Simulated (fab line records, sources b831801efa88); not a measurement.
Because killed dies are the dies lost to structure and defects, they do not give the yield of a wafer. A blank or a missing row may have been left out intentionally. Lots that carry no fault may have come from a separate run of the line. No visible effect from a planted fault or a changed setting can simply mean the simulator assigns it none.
Matching of chambers    flow sky130    rie diel-03 running SKY_METAL4_ETCH_17: 4 sister chambers
The step etches SiO2 in C4F8/O2/Ar, stops on TiN, time 3.9 s, target depth 15 nm. 4 wafers are shown with their chamber, then 7 later ones without.

WAFERS PAIRED WITH THEIR CHAMBERS
wafer   chamber  bias w (W)
L481.4  2        1201
L480.1  3        1196
L482.1  1        1195
L482.4  0        1201

WAFERS WITHOUT THEIR CHAMBER
wafer   bias w (W)
L482.6  1201
L483.1  1197
L483.3  1195
L483.6  1198
L487.1  1197
L487.5  1199
L487.6  1196

WHICH CHAMBER EACH ONE RAN IN
wafer   from the rows above                in truth
L482.6  can't be placed: 0 or 2            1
L483.1  can't be placed: 3 or 1            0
L483.3  can't be placed: 1 or 3            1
L483.6  can't be placed: 3 or 0 or 1 or 2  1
L487.1  can't be placed: 3 or 1            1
L487.5  can't be placed: 0 or 2 or 3 or 1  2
L487.6  can't be placed: 3 or 1            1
Correctly placed: 0 of 7. Unplaceable from these rows: 7, with the true chamber sitting among the candidates in 5. Number placed wrongly: 0.
How it was worked out, from the rows above alone: a wafer's distance from a chamber is the root of the sum, over the readings, of the square of ((its reading less the chamber's mean) divided by the reading's scatter). The wafer belongs to the nearest chamber; if the next one is less than 2 further off, it can't be placed. For every chamber, the mean is computed from those of its wafers that are shown. The scatter: with one shown wafer a chamber, the root of the mean of the squares of how far each hidden wafer lies from its nearest shown one.
